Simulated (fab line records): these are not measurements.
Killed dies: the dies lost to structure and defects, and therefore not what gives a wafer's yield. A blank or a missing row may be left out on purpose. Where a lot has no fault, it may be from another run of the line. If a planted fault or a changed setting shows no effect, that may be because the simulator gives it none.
fab line records -- flow gf180mcu -- part 1 of 2: steps 1 to 43 of 44
[record] lots = 7, wafers = 21, last-day = 34
route steps=602 shown MVSD@75 MVPSD@78 VT_IMPLANT@90 PASSIVATION@602
lots untouched by any fault: they come from a run of this same line in which no faults occurred
start-h: start of the lot's first displayed wafer, in hours after the record's first day -- wait-h: hours from the lot's prior step to this one -- " as in the row above -- L1.1+2: a row that stands for several wafers -- - value missing, or start not given -- * or withheld: withheld -- < > ~ a bound
route shown NAME@n: a module of which the file shows steps, and the number in the route of the first -- usual: mean/standard deviation of fault-free wafers -- same: alike in all rows -- chamber/n: place in a boat -- sites: the reading at each site -- _std_site: their standard deviation -- _edge_site: inner sites' mean taken away from outer sites' mean -- radius-mm: how far each site lies from the wafer's centre -- mask NAME#n: copy n -- behind: the last tool/chamber to shape the wafer -- hold: what put the lot on hold/how long, in hours/how the hold closed -- device: the transistor (n, p or np) that didn't switch -- end of line: the same wafers' tests at the end of the route -- a step given without rows: its recipe and nothing more -- killed: at the first sort, the dies lost to defects and structure; wafer yield is something else -- map: the dies of a wafer, with x for killed, . for not killed, _ for no die there
set.NAME: the run value of the setting; set.NAME@STEP: its run value at that earlier step -- model.NAME: the simulator's own value behind a step, which no gauge read
certain route steps with their lots: each step a table, each wafer a row
services: from which hour (start-h, from the record's first day; less than 0 if before it) a tool's chamber was out of use, for how many hours, and why
[[steps]]
[step GF_MVSD_IMPLANT_09]
[recipe] species = P, energy-kev = 100, dose-cm2 = 5e+12, tilt-deg = 0
[step GF_MVSD_STRIP_10]
[recipe] chemistry = O2/N2, power-w = 1400, pressure-mtorr = 1500, platen-temp-c = 250, o2-flow-sccm = 3000, n2-flow-sccm = 300, overash-fraction = 0.5
[usual] drypump-motor-current-A = 5.7/0.37, heater-power-w = 340/25, o2-flow-sccm = 2999/9.8, oes-product-au = 0.723/0.0042, strip-time-to-endpoint-s = 36.93/0.11
lot.wafer,tool,chamber,start-h,wait-h,drypump-motor-current-A,heater-power-w,o2-flow-sccm,oes-product-au,rf-hours-counter-h,strip-time-to-endpoint-s
L910.2,plasma-asher-01,0,99.24,0.1,6.0,360,3006,0.719,32,36.85
L910.3,plasma-asher-01,0,99.24,0.1,6.0,347,3009,0.720,-,36.84
L910.6,plasma-asher-01,1,99.24,0.1,5.4,347,3002,0.725,-,36.80
L915.2,plasma-asher-02,1,127.99,0.1,5.7,335,3010,0.720,1,37.02
L915.3,plasma-asher-02,1,127.99,0.1,5.7,328,3011,0.727,-,37.11
L915.6,plasma-asher-02,0,127.99,0.1,6.2,293,3006,0.724,-,37.03
L917.2,plasma-asher-03,0,141.30,0.1,5.7,339,2992,0.722,47,36.99
L917.5,plasma-asher-03,1,141.30,0.1,5.2,375,3008,0.727,-,36.93
L917.6,plasma-asher-03,0,141.30,0.1,5.7,322,2997,0.730,-,36.84
L923.3,plasma-asher-01,0,176.17,0.1,6.0,362,3004,0.719,-,37.04
L923.4,plasma-asher-01,1,176.17,0.1,5.4,348,2989,0.725,-,36.89
L923.5,plasma-asher-01,1,176.17,0.1,5.4,342,2995,0.720,-,36.90
L924.2,plasma-asher-02,1,181.55,0.1,5.7,327,2998,0.721,7,36.99
L924.4,plasma-asher-02,0,181.55,0.1,6.2,294,3017,0.718,-,37.05
L924.5,plasma-asher-02,1,181.55,0.1,5.7,328,2996,0.727,-,37.09
L928.2,plasma-asher-01,0,203.84,0.1,6.0,366,3000,0.719,41,36.99
L928.3,plasma-asher-01,0,203.84,0.1,6.0,351,3008,0.714,-,37.01
L928.6,plasma-asher-01,1,203.84,0.1,5.3,345,3001,0.720,-,36.93
L929.1,plasma-asher-01,1,210.70,0.1,5.4,346,3012,0.724,42,37.02
L929.4,plasma-asher-01,1,210.70,0.1,5.4,346,2990,0.721,-,36.89
L929.5,plasma-asher-01,0,210.70,0.1,6.0,358,3014,0.720,-,37.03
[step GF_MVSD_TW_MEAS_11]
[usual] MVSD_TW = 1574/20
lot.wafer,tool,chamber,start-h,wait-h,MVSD_TW
L910.2,film-metro-03,-,99.35,0.1,1589
L910.3,film-metro-03,-,99.35,0.1,1582
L910.6,film-metro-03,-,99.35,0.1,1592
L915.2,film-metro-03,-,128.10,0.1,1574
L915.3,film-metro-03,-,128.10,0.1,1579
L915.6,film-metro-03,-,128.10,0.1,1584
L917.2,film-metro-04,-,141.41,0.1,1593
L917.5,film-metro-04,-,141.41,0.1,1581
L917.6,film-metro-04,-,141.41,0.1,1580
L923.3,film-metro-03,-,176.26,0.1,1582
L923.4,film-metro-03,-,176.26,0.1,1591
L923.5,film-metro-03,-,176.26,0.1,1586
L924.2,film-metro-03,-,181.66,0.1,1593
L924.4,film-metro-03,-,181.66,0.1,1588
L924.5,film-metro-03,-,181.66,0.1,1584
L928.2,film-metro-04,-,203.95,0.1,1586
L928.3,film-metro-04,-,203.95,0.1,1584
L928.6,film-metro-04,-,203.95,0.1,1579
L929.1,film-metro-01,-,210.80,0.1,1542
L929.4,film-metro-01,-,210.80,0.1,1547
L929.5,film-metro-01,-,210.80,0.1,1556
[step GF_MVPSD_DEHYDRATE_00]
[recipe] temp-c = 200, time-s = 60
[step GF_MVPSD_HMDS_01]
[recipe] prime-time-s = 60, prime-temp-c = 120
[step GF_MVPSD_COAT_02]
[recipe] spin-rpm = 2000, resist-thk-nm = 3000
[step GF_MVPSD_SOFTBAKE_03]
[recipe] temp-c = 110, time-s = withheld
[step GF_MVPSD_EXPOSE_04]
[recipe] mask-id = MVPSD, target-cd-nm = 1000, na = 0.6, source-shape = conventional, sigma-outer = 0.6, dose-mj = 260
[step GF_MVPSD_PEB_05]
[recipe] temp-c = 115, time-s = withheld
[step GF_MVPSD_DEVELOP_06]
[recipe] wall-angle-deg = 90, develop-time-s = 60, dev-temp-c = 23
[step GF_MVPSD_OVL_MEAS_07]
[usual] MVPSD_OVL = -0.2/1.5
lot.wafer,tool,chamber,start-h,wait-h,MVPSD_OVL[nm]
L910.2,overlay-02,-,113.61,-,-0.4
L910.3,overlay-02,-,113.61,-,0.0
L910.6,overlay-02,-,113.61,-,-0.1
L915.2,overlay-02,-,143.31,-,-1.4
L915.3,overlay-02,-,143.31,-,0.1
L915.6,overlay-02,-,143.31,-,-1.8
L917.2,overlay-01,-,156.71,-,1.3
L917.5,overlay-01,-,156.71,-,-0.7
L917.6,overlay-01,-,156.71,-,-1.2
L923.3,overlay-01,-,193.07,-,-0.2
L923.4,overlay-01,-,193.07,-,-0.2
L923.5,overlay-01,-,193.07,-,-2.5
L924.2,overlay-01,-,198.16,-,-0.8
L924.4,overlay-01,-,198.16,-,-0.7
L924.5,overlay-01,-,198.16,-,-1.6
L928.2,overlay-02,-,220.41,-,1.6
L928.3,overlay-02,-,220.41,-,1.4
L928.6,overlay-02,-,220.41,-,3.2
L929.1,overlay-02,-,228.75,-,0.3
L929.4,overlay-02,-,228.75,-,-1.6
L929.5,overlay-02,-,228.75,-,1.5
[step GF_MVPSD_IMPLANT_08]
[recipe] species = B, energy-kev = 170, dose-cm2 = 1.5e+13, tilt-deg = 0
[step GF_MVPSD_IMPLANT_09]
[recipe] species = B, energy-kev = 40, dose-cm2 = 5e+12, tilt-deg = 0
[usual] end-station-pressure-torr = 5.02e-06/2.6e-07
lot.wafer,tool,chamber,start-h,wait-h,end-station-pressure-torr
L910.2,implanter-03,0,113.81,0.1,5.1e-06
L910.3,implanter-03,0,113.81,0.1,5.12e-06
L910.6,implanter-03,0,113.81,0.1,4.75e-06
L915.2,implanter-03,0,143.52,0.1,5.23e-06
L915.3,implanter-03,0,143.52,0.1,4.84e-06
L915.6,implanter-03,0,143.52,0.1,4.72e-06
L917.2,implanter-03,0,156.91,0.1,5.15e-06
L917.5,implanter-03,0,156.91,0.1,5e-06
L917.6,implanter-03,0,156.91,0.1,5.01e-06
L917.2,implanter-03,0,157.23,0.3,5.03e-06
L917.5,implanter-03,0,157.23,0.3,5.56e-06
L917.6,implanter-03,0,157.23,0.3,4.89e-06
L923.3,implanter-03,0,193.29,0.1,4.97e-06
L923.4,implanter-03,0,193.29,0.1,5.19e-06
L923.5,implanter-03,0,193.29,0.1,5.18e-06
L923.3,implanter-03,0,193.76,0.4,5.52e-06
L923.4,implanter-03,0,193.76,0.4,4.66e-06
L923.5,implanter-03,0,193.76,0.4,4.89e-06
L924.2,implanter-03,0,198.37,0.1,5.01e-06
L924.4,implanter-03,0,198.37,0.1,5.01e-06
L924.5,implanter-03,0,198.37,0.1,4.9e-06
L924.2,implanter-03,0,198.68,0.3,4.93e-06
L924.4,implanter-03,0,198.68,0.3,5.24e-06
L924.5,implanter-03,0,198.68,0.3,4.99e-06
L928.2,implanter-04,0,220.61,0.1,5.28e-06
L928.3,implanter-04,0,220.61,0.1,4.86e-06
L928.6,implanter-04,0,220.61,0.1,5.14e-06
L929.1,implanter-02,0,228.93,0.1,5.08e-06
L929.4,implanter-02,0,228.93,0.1,5.11e-06
L929.5,implanter-02,0,228.93,0.1,4.87e-06
[step GF_MVPSD_STRIP_10]
[recipe] chemistry = O2/N2, power-w = 1400, pressure-mtorr = 1500, platen-temp-c = 250, o2-flow-sccm = 3000, n2-flow-sccm = 300, overash-fraction = 0.5
[usual] drypump-motor-current-A = 5.7/0.45, heater-power-w = 334/22, o2-flow-sccm = 2999/8.6, oes-product-au = 0.723/0.0045, strip-time-to-endpoint-s = 36.94/0.097
lot.wafer,tool,chamber,start-h,wait-h,drypump-motor-current-A,heater-power-w,o2-flow-sccm,oes-product-au,rf-hours-counter-h,strip-time-to-endpoint-s
L910.2,plasma-asher-04,0,113.94,0.1,5.8,366,2998,0.715,45,37.07
L910.3,plasma-asher-04,1,113.94,0.1,4.8,329,3004,0.717,-,37.13
L910.6,plasma-asher-04,0,113.94,0.1,5.8,361,3003,0.723,-,37.01
L915.2,plasma-asher-02,1,143.64,0.1,5.7,332,2993,0.727,3,37.11
L915.3,plasma-asher-02,1,143.64,0.1,5.7,331,2996,0.724,-,36.93
L915.6,plasma-asher-02,0,143.64,0.1,6.3,292,3003,0.722,-,36.88
L917.2,plasma-asher-02,0,157.35,0.1,6.2,289,2994,0.719,4,37.05
L917.5,plasma-asher-02,0,157.35,0.1,6.2,298,3001,0.725,-,37.09
L917.6,plasma-asher-02,1,157.35,0.1,5.7,329,3006,0.727,-,37.08
L923.3,plasma-asher-04,0,193.89,0.1,5.8,359,3011,0.715,-,37.03
L923.4,plasma-asher-04,1,193.89,0.1,4.8,328,3005,0.715,-,36.85
L923.5,plasma-asher-04,0,193.89,0.1,5.8,357,2995,0.734,-,37.00
L924.2,plasma-asher-01,0,198.81,0.1,6.0,351,3008,0.726,41,37.03
L924.4,plasma-asher-01,0,198.81,0.1,6.0,346,2999,0.721,-,37.07
L924.5,plasma-asher-01,0,198.81,0.1,6.0,356,2999,0.724,-,37.11
L928.2,plasma-asher-02,0,220.74,0.1,6.3,297,3009,0.721,11,36.89
L928.3,plasma-asher-02,1,220.74,0.1,5.7,326,2987,0.717,-,36.97
L928.6,plasma-asher-02,1,220.74,0.1,5.7,322,3002,0.720,-,36.96
L929.1,plasma-asher-02,1,229.08,0.1,5.7,326,3003,0.726,12,36.88
L929.4,plasma-asher-02,1,229.08,0.1,5.7,329,2996,0.719,-,37.02
L929.5,plasma-asher-02,0,229.08,0.1,6.2,289,2994,0.733,-,36.94
[step GF_MVPSD_TW_MEAS_11]
[usual] MVPSD_TW = 551/6.3
lot.wafer,tool,chamber,start-h,wait-h,MVPSD_TW
L910.2,film-metro-03,-,114.05,0.1,558
L910.3,film-metro-03,-,114.05,0.1,558
L910.6,film-metro-03,-,114.05,0.1,560
L915.2,film-metro-03,-,143.75,0.1,555
L915.3,film-metro-03,-,143.75,0.1,556
L915.6,film-metro-03,-,143.75,0.1,555
L917.2,film-metro-03,-,157.46,0.1,581
L917.5,film-metro-03,-,157.46,0.1,580
L917.6,film-metro-03,-,157.46,0.1,582
L917.2,film-metro-03,-,157.69,0.2,578
L917.5,film-metro-03,-,157.69,0.2,581
L917.6,film-metro-03,-,157.69,0.2,580
L923.3,film-metro-03,-,194.13,0.2,579
L923.4,film-metro-03,-,194.13,0.2,576
L923.5,film-metro-03,-,194.13,0.2,579
L923.3,film-metro-03,-,194.40,0.3,581
L923.4,film-metro-03,-,194.40,0.3,580
L923.5,film-metro-03,-,194.40,0.3,580
L924.2,film-metro-01,-,199.02,0.2,571
L924.4,film-metro-01,-,199.02,0.2,571
L924.5,film-metro-01,-,199.02,0.2,572
L928.2,film-metro-04,-,220.85,0.1,557
L928.3,film-metro-04,-,220.85,0.1,557
L928.6,film-metro-04,-,220.85,0.1,555
L929.1,film-metro-03,-,229.18,0.1,551
L929.4,film-metro-03,-,229.18,0.1,554
L929.5,film-metro-03,-,229.18,0.1,554
[step GF_VT_IMPLANT_DEHYDRATE_00]
[recipe] temp-c = 200, time-s = 60
[step GF_VT_IMPLANT_HMDS_01]
[recipe] prime-time-s = 60, prime-temp-c = 120
[step GF_VT_IMPLANT_COAT_02]
[recipe] resist = NOVOLAK, spin-rpm = 3000, resist-thk-nm = 1000
[step GF_VT_IMPLANT_SOFTBAKE_03]
[recipe] temp-c = 90, time-s = 60, resist = NOVOLAK
[step GF_VT_IMPLANT_EXPOSE_04]
[recipe] mask-id = LVPWELL_LV_AREA, target-cd-nm = 600, na = 0.6, source-shape = conventional, sigma-outer = 0.6, dose-mj = 140
[step GF_VT_IMPLANT_PEB_05]
[recipe] temp-c = withheld, time-s = *, resist = NOVOLAK
[step GF_VT_IMPLANT_DEVELOP_06]
[recipe] develop-time-s = 60, dev-temp-c = 23
[step GF_VT_IMPLANT_OVL_MEAS_07]
[usual] VT_IMPLANT_OVL = -0.5/1.5
lot.wafer,tool,chamber,start-h,wait-h,VT_IMPLANT_OVL[nm]
L910.2,overlay-01,-,128.01,0.1,-4.1
L910.3,overlay-01,-,128.01,0.1,-2.9
L910.6,overlay-01,-,128.01,0.1,-4.4
L915.2,overlay-01,-,158.82,0.1,0.3
L915.3,overlay-01,-,158.82,0.1,-2.3
L915.6,overlay-01,-,158.82,0.1,0.5
L917.2,overlay-02,-,173.41,0.1,1.3
L917.5,overlay-02,-,173.41,0.1,2.7
L917.6,overlay-02,-,173.41,0.1,1.9
L923.3,overlay-02,-,210.67,0.1,2.2
L923.4,overlay-02,-,210.67,0.1,1.3
L923.5,overlay-02,-,210.67,0.1,-0.8
L924.2,overlay-01,-,216.01,0.1,-3.3
L924.4,overlay-01,-,216.01,0.1,-3.7
L924.5,overlay-01,-,216.01,0.1,-2.9
L928.2,overlay-02,-,239.16,0.1,0.7
L928.3,overlay-02,-,239.16,0.1,1.5
L928.6,overlay-02,-,239.16,0.1,0.9
L929.1,overlay-01,-,247.21,0.1,0.2
L929.4,overlay-01,-,247.21,0.1,-1.3
L929.5,overlay-01,-,247.21,0.1,-0.3
[step GF_VT_IMPLANT_IMPLANT_08]
[recipe] species = BF2, energy-kev = 20, dose-cm2 = 8.29e+12, tilt-deg = 7
[step GF_VT_IMPLANT_STRIP_09]
[recipe] chemistry = O2/N2, power-w = 1400, pressure-mtorr = 1500, platen-temp-c = 250, o2-flow-sccm = 3000, n2-flow-sccm = 300, overash-fraction = 0.5
[usual] drypump-motor-current-A = 5.4/0.42, heater-power-w = 347/22, o2-flow-sccm = 3001/8.9, oes-product-au = 0.716/0.005, strip-time-to-endpoint-s = 12.62/0.042
lot.wafer,tool,chamber,start-h,wait-h,drypump-motor-current-A,heater-power-w,o2-flow-sccm,oes-product-au,rf-hours-counter-h,strip-time-to-endpoint-s
L910.2,plasma-asher-01,1,128.19,0.1,5.3,347,2990,0.712,35,12.68
L910.3,plasma-asher-01,1,128.19,0.1,5.4,334,2996,0.713,-,12.65
L910.6,plasma-asher-01,0,128.19,0.1,6.0,358,3003,0.711,-,12.67
L915.2,plasma-asher-04,1,159.00,0.1,4.7,326,2994,0.722,50,12.65
L915.3,plasma-asher-04,0,159.00,0.1,5.8,349,3001,0.718,-,12.72
L915.6,plasma-asher-04,0,159.00,0.1,5.8,353,3000,0.717,-,12.68
L917.2,plasma-asher-03,0,173.59,0.1,5.8,312,2999,0.715,51,12.61
L917.5,plasma-asher-03,0,173.59,0.1,5.7,325,2995,0.716,-,12.60
L917.6,plasma-asher-03,1,173.59,0.1,5.1,382,3022,0.719,-,12.59
L923.3,plasma-asher-04,1,210.88,0.1,4.7,326,3003,0.725,-,12.59
L923.4,plasma-asher-04,0,210.88,0.1,5.8,363,3012,0.712,-,12.57
L923.5,plasma-asher-04,0,210.88,0.1,5.8,358,3005,0.712,-,12.58
L924.2,plasma-asher-04,1,216.19,0.1,4.8,324,3005,0.707,57,12.65
L924.4,plasma-asher-04,1,216.19,0.1,4.7,326,3025,0.718,-,12.59
L924.5,plasma-asher-04,1,216.19,0.1,4.8,326,3012,0.716,-,12.67
L928.2,plasma-asher-03,1,239.34,0.1,5.1,376,3018,0.729,57,12.52
L928.3,plasma-asher-03,1,239.34,0.1,5.1,376,3009,0.721,-,12.54
L928.6,plasma-asher-03,1,239.34,0.1,5.1,372,3021,0.722,-,12.57
L929.1,plasma-asher-01,0,247.40,0.1,6.0,347,3002,0.711,46,12.58
L929.4,plasma-asher-01,0,247.40,0.1,6.0,360,3007,0.707,-,12.60
L929.5,plasma-asher-01,1,247.40,0.1,5.4,342,3006,0.711,-,12.62
[step GF_VT_IMPLANT_TW_MEAS_10]
[usual] VT_IMPLANT_TW = 558/5.6
lot.wafer,tool,chamber,start-h,wait-h,VT_IMPLANT_TW
L910.2,film-metro-02,-,128.30,0.1,560
L910.3,film-metro-02,-,128.30,0.1,559
L910.6,film-metro-02,-,128.30,0.1,561
L915.2,film-metro-01,-,159.11,0.1,549
L915.3,film-metro-01,-,159.11,0.1,550
L915.6,film-metro-01,-,159.11,0.1,549
L917.2,film-metro-01,-,173.70,0.1,550
L917.5,film-metro-01,-,173.70,0.1,552
L917.6,film-metro-01,-,173.70,0.1,553
L923.3,film-metro-02,-,210.97,0.1,561
L923.4,film-metro-02,-,210.97,0.1,559
L923.5,film-metro-02,-,210.97,0.1,560
L924.2,film-metro-02,-,216.30,0.1,562
L924.4,film-metro-02,-,216.30,0.1,559
L924.5,film-metro-02,-,216.30,0.1,562
L928.2,film-metro-02,-,239.45,0.1,562
L928.3,film-metro-02,-,239.45,0.1,561
L928.6,film-metro-02,-,239.45,0.1,561
L929.1,film-metro-02,-,247.50,0.1,559
L929.4,film-metro-02,-,247.50,0.1,561
L929.5,film-metro-02,-,247.50,0.1,557
[step GF_VT_IMPLANT_DEHYDRATE_11]
[recipe] temp-c = 200, time-s = 60
[step GF_VT_IMPLANT_HMDS_12]
[recipe] prime-time-s = 60, prime-temp-c = 120
[step GF_VT_IMPLANT_COAT_13]
[recipe] resist = NOVOLAK, spin-rpm = 3000, resist-thk-nm = 1000
[step GF_VT_IMPLANT_SOFTBAKE_14]
[recipe] temp-c = 90, time-s = 60, resist = NOVOLAK
[step GF_VT_IMPLANT_EXPOSE_15]
[recipe] mask-id = Nwell_LV_AREA, target-cd-nm = 860, na = 0.6, source-shape = conventional, sigma-outer = 0.6, dose-mj = 140
[step GF_VT_IMPLANT_PEB_16]
[recipe] temp-c = withheld, time-s = *, resist = NOVOLAK
[step GF_VT_IMPLANT_DEVELOP_17]
[recipe] develop-time-s = 60, dev-temp-c = 23
[step GF_VT_IMPLANT_OVL_MEAS_18]
[usual] VT_IMPLANT_01_OVL = 0.2/1.2
lot.wafer,tool,chamber,start-h,wait-h,VT_IMPLANT_01_OVL[nm]
L910.2,overlay-01,-,143.41,0.1,1.9
L910.3,overlay-01,-,143.41,0.1,1.1
L910.6,overlay-01,-,143.41,0.1,1.2
L915.2,overlay-01,-,175.37,0.1,0.1
L915.3,overlay-01,-,175.37,0.1,-0.6
L915.6,overlay-01,-,175.37,0.1,0.7
L917.2,overlay-01,-,190.22,0.1,0.6
L917.5,overlay-01,-,190.22,0.1,1.5
L917.6,overlay-01,-,190.22,0.1,1.0
L923.3,overlay-01,-,228.77,0.1,-0.8
L923.4,overlay-01,-,228.77,0.1,-0.6
L923.5,overlay-01,-,228.77,0.1,0.6
L924.2,overlay-02,-,234.47,0.1,3.0
L924.4,overlay-02,-,234.47,0.1,3.3
L924.5,overlay-02,-,234.47,0.1,2.0
L928.2,overlay-02,-,257.36,0.1,-1.9
L928.3,overlay-02,-,257.36,0.1,-0.5
L928.6,overlay-02,-,257.36,0.1,-0.5
L929.1,overlay-02,-,265.40,0.1,1.9
L929.4,overlay-02,-,265.40,0.1,2.0
L929.5,overlay-02,-,265.40,0.1,1.6
[step GF_VT_IMPLANT_IMPLANT_19]
[recipe] species = As, energy-kev = 100, dose-cm2 = 4.35e+12, tilt-deg = 7
[step GF_VT_IMPLANT_STRIP_20]
[recipe] chemistry = O2/N2, power-w = 1400, pressure-mtorr = 1500, platen-temp-c = 250, o2-flow-sccm = 3000, n2-flow-sccm = 300, overash-fraction = 0.5
[usual] drypump-motor-current-A = 5.5/0.42, heater-power-w = 347/20, o2-flow-sccm = 2999/8.5, oes-product-au = 0.716/0.0043, strip-time-to-endpoint-s = 12.62/0.038
lot.wafer,tool,chamber,start-h,wait-h,drypump-motor-current-A,heater-power-w,o2-flow-sccm,oes-product-au,rf-hours-counter-h,strip-time-to-endpoint-s
L910.2,plasma-asher-03,0,143.59,0.1,5.8,319,2987,0.717,48,12.60
L910.3,plasma-asher-03,0,143.59,0.1,5.8,321,2991,0.716,-,12.63
L910.6,plasma-asher-03,0,143.59,0.1,5.8,317,2991,0.711,-,12.64
L915.2,plasma-asher-03,1,175.55,0.1,5.1,386,3012,0.723,51,12.57
L915.3,plasma-asher-03,0,175.55,0.1,5.8,323,2991,0.714,-,12.61
L915.6,plasma-asher-03,0,175.55,0.1,5.7,323,2992,0.711,-,12.62
L917.2,plasma-asher-01,1,190.40,0.1,5.4,347,2997,0.713,40,12.65
L917.5,plasma-asher-01,1,190.40,0.1,5.4,344,3011,0.713,-,12.62
L917.6,plasma-asher-01,0,190.40,0.1,6.0,352,3007,0.705,-,12.64
L923.3,plasma-asher-01,1,228.98,0.1,5.4,334,2998,0.715,-,12.62
L923.4,plasma-asher-01,0,228.98,0.1,6.0,349,3013,0.708,-,12.64
L923.5,plasma-asher-01,0,228.98,0.1,6.0,350,3013,0.713,-,12.59
L924.2,plasma-asher-03,1,234.65,0.1,5.1,363,3005,0.708,56,12.56
L924.4,plasma-asher-03,1,234.65,0.1,5.1,375,3000,0.719,-,12.53
L924.5,plasma-asher-03,0,234.65,0.1,5.8,330,2997,0.714,-,12.57
L928.2,plasma-asher-04,1,257.54,0.1,4.7,328,3005,0.712,61,12.64
L928.3,plasma-asher-04,1,257.54,0.1,4.7,334,3007,0.715,-,12.65
L928.6,plasma-asher-04,1,257.54,0.1,4.7,331,2994,0.711,-,12.66
L929.1,plasma-asher-04,1,265.59,0.1,4.8,332,2988,0.719,62,12.64
L929.4,plasma-asher-04,1,265.59,0.1,4.8,334,2978,0.727,-,12.64
L929.5,plasma-asher-04,1,265.59,0.1,4.8,328,3002,0.711,-,12.66
[step GF_VT_IMPLANT_TW_MEAS_21]
[usual] VT_IMPLANT_2_TW = 1204/10
lot.wafer,tool,chamber,start-h,wait-h,VT_IMPLANT_2_TW
L910.2,film-metro-02,-,143.70,0.1,1215
L910.3,film-metro-02,-,143.70,0.1,1211
L910.6,film-metro-02,-,143.70,0.1,1210
L915.2,film-metro-02,-,175.66,0.1,1207
L915.3,film-metro-02,-,175.66,0.1,1207
L915.6,film-metro-02,-,175.66,0.1,1212
L917.2,film-metro-01,-,190.51,0.1,1185
L917.5,film-metro-01,-,190.51,0.1,1186
L917.6,film-metro-01,-,190.51,0.1,1184
L923.3,film-metro-02,-,229.07,0.1,1210
L923.4,film-metro-02,-,229.07,0.1,1209
L923.5,film-metro-02,-,229.07,0.1,1212
L924.2,film-metro-03,-,234.76,0.1,1214
L924.4,film-metro-03,-,234.76,0.1,1209
L924.5,film-metro-03,-,234.76,0.1,1213
L928.2,film-metro-01,-,257.65,0.1,1201
L928.3,film-metro-01,-,257.65,0.1,1204
L928.6,film-metro-01,-,257.65,0.1,1205
L929.1,film-metro-01,-,265.69,0.1,1207
L929.4,film-metro-01,-,265.69,0.1,1199
L929.5,film-metro-01,-,265.69,0.1,1207
[step GF_VT_IMPLANT_DEHYDRATE_22]
[recipe] temp-c = 200, time-s = 60
[step GF_VT_IMPLANT_HMDS_23]
[recipe] prime-time-s = 60, prime-temp-c = 120
[step GF_VT_IMPLANT_COAT_24]
[recipe] resist = NOVOLAK, spin-rpm = 3000, resist-thk-nm = 1000
[step GF_VT_IMPLANT_SOFTBAKE_25]
[recipe] temp-c = 90, time-s = 60, resist = NOVOLAK
[step GF_VT_IMPLANT_EXPOSE_26]
[recipe] mask-id = LVPWELL_HV_AREA, target-cd-nm = 860, na = 0.6, source-shape = conventional, sigma-outer = 0.6, dose-mj = 140
[step GF_VT_IMPLANT_RS_MEAS_49]
[recipe] thk-meas-gauge = four-point-probe
[usual] MVPSD_RS = 1168/4.1
lot.wafer,tool,chamber,start-h,wait-h,MVPSD_RS[ohm/sq]
L910.2,film-metro-01,-,176.12,0.1,1157
L910.3,film-metro-01,-,176.12,0.1,1161
L910.6,film-metro-01,-,176.12,0.1,1161
L915.2,film-metro-03,-,210.54,0.1,1166
L915.3,film-metro-03,-,210.54,0.1,1170
L915.6,film-metro-03,-,210.54,0.1,1168
L917.2,film-metro-03,-,225.43,0.1,1008
L917.5,film-metro-03,-,225.43,0.1,1007
L917.6,film-metro-03,-,225.43,0.1,1009
L917.2,film-metro-03,-,225.81,0.4,1008
L917.5,film-metro-03,-,225.81,0.4,1011
L917.6,film-metro-03,-,225.81,0.4,1009
L923.3,film-metro-04,-,266.31,0.1,1009
L923.4,film-metro-04,-,266.31,0.1,1007
L923.5,film-metro-04,-,266.31,0.1,1008
L923.3,film-metro-04,-,266.59,0.3,1007
L923.4,film-metro-04,-,266.59,0.3,1009
L923.5,film-metro-04,-,266.59,0.3,1007
L924.2,film-metro-01,-,272.83,0.1,1004
L924.4,film-metro-01,-,272.83,0.1,1002
L924.5,film-metro-01,-,272.83,0.1,1005
L924.2,film-metro-01,-,273.12,0.3,1004
L924.4,film-metro-01,-,273.12,0.3,1003
L924.5,film-metro-01,-,273.12,0.3,1004
L928.2,film-metro-04,-,297.73,0.1,1166
L928.3,film-metro-04,-,297.73,0.1,1166
L928.6,film-metro-04,-,297.73,0.1,1166
L929.1,film-metro-03,-,307.07,0.1,1167
L929.4,film-metro-03,-,307.07,0.1,1164
L929.5,film-metro-03,-,307.07,0.1,1168
[[key]]
[first-sign] step = GF_MVPSD_IMPLANT_09, reading = visit, direction = added
[effect] step = GF_MVPSD_TW_MEAS_11, reading = visit, direction = added
[effect] step = GF_VT_IMPLANT_RS_MEAS_49, reading = MVPSD_RS, direction = down, sigmas = 40, usual = 1168, struck = 1007
[model-effect] step = GF_PASSIVATION_PROBE_99, value = etest.ldpmos_10p0.r-on-ohm-um, without = 1.109e+04, struck = 1.003e+04
met-at GF_MVPSD_IMPLANT_09
struck-wafers L917.2,L917.5,L917.6,L923.3,L923.4,L923.5,L924.2,L924.4,L924.5
tester-left-out L917,L923,L924
[fault] kind = repeated-step-whole, tool = implanter-02,implanter-03,implanter-04, chamber = -, onset-h = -, steps = GF_MVPSD_IMPLANT_09, times = 1, scope = struck-lots-only
// tester-left-out: of these lots the tester's yield and bins aren't shown, on N5 and GAA mostly nor the transistor test; their killed dies are dies lost to structure and defects alone, not to doping, threshold or leakage, so they don't give the yield
